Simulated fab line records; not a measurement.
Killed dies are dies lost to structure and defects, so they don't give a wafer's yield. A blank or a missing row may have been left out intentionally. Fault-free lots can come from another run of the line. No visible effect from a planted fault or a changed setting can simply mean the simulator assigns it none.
Problem report, 8D (eight disciplines) form, completed by code | flow sky130 | the parts of the form that need people (team, actions taken, sign-off) are left out

## 1. THE ISSUE
Across 6 wafers from 2 lots, NWELL_2_TW at SKY_NWELL_TW_MEAS_26 averages 30, while fault-free wafers read 497 with a standard deviation of 3.1. So: -99 or more standard deviations from the usual mean.
Seen first at day 9 14:40 on filmMetro-01, wafer L750.2. The record has a number at this step for 42 wafers belonging to 14 lots. Rule for "out" (also "out of limits"): further than 4 standard deviations from the usual mean. The rest of the wafers with a number are treated as sound.

## 2. WHAT IT IS, AND WHAT IT ISN'T
question                    | is                         | is not
which readings at this step | NWELL_2_TW                 | -
which lots                  | L750, L751                 | L735, L736, L737, L740, L742, L743, L744, L749, L752, L753, L754, L756
which wafers of those lots  | all that have a number     | -
read on which gauges        | filmMetro-01, filmMetro-03 | filmMetro-02
when                        | from day 9 14:40           | up to then (24 sound wafers); but 12 sound wafers of L752, L753, L754, L756 came after

## 3. SUSPECTS, AND WHAT RULES EACH OUT
Counting: a tool at a process step up to the reading stays a suspect if it ran every lot that is out and no sound lot after the first of them.
- the gauge at SKY_NWELL_TW_MEAS_26: ruled out. Those wafers that are out were read across 2 gauges (filmMetro-01, filmMetro-03).
- plasmaAsher-03 at SKY_NWELL_STRIP_14 (strips in O2/N2): ruled out as a lasting fault. After its first lot that is out, L750 (day 8 17:05), sound lots L754, L756 ran on it.
Left after counting: nothing in the record.

## 4. THE CAUSE (what the simulator had put in)
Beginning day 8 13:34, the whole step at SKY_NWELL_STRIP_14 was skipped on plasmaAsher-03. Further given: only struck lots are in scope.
Counting ruled it out, wrongly: the rule takes a fault to strike every lot that its tool runs from its start on, and this one did not.

## 5. SEQUENCE OF EFFECTS, ordered by route
Each row: a reading whose mean over the struck wafers that have a number lies more than 3 standard deviations from the usual. Only readings whose record carries a usual standard deviation are examined. hours: median over the lots of the time between each lot's start at the first step of this table that gives one and its start at this step. sigmas: the change, counted in usual standard deviations.
hours | step                 | reading              | usual      | on struck wafers | change | sigmas
0     | SKY_NWELL_STRIP_25   | oesProductAu         | 0.722 a.u. | 0.741            | +0.019 | +4.3
0     | SKY_NWELL_STRIP_25   | stripTimeToEndpointS | 36.91 s    | 81.21            | +44.30 | +99 or more
0     | SKY_NWELL_TW_MEAS_26 | NWELL_2_TW           | 497        | 30               | -467   | -99 or more
Process steps it contains:
- SKY_NWELL_STRIP_25: strips in O2/N2.
Readings that are blank on the struck wafers while sound wafers have them: chamberPressureMTorr at SKY_NWELL_STRIP_14; drypumpMotorCurrentA at SKY_NWELL_STRIP_14; oesProductAu at SKY_NWELL_STRIP_14; stripTimeToEndpointS at SKY_NWELL_STRIP_14.

## 6. WHAT WOULD HAVE CAUGHT IT SOONER
Counted from the fault's start at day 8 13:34, it took 25 hours until the first out-of-limits reading at a measuring or inspecting step in this record, taken at day 9 14:40.
At SKY_NWELL_STRIP_14 the tool's readings are blank on the struck wafers, where sound wafers have them: an empty tool record is the first sign, and it was there at once.
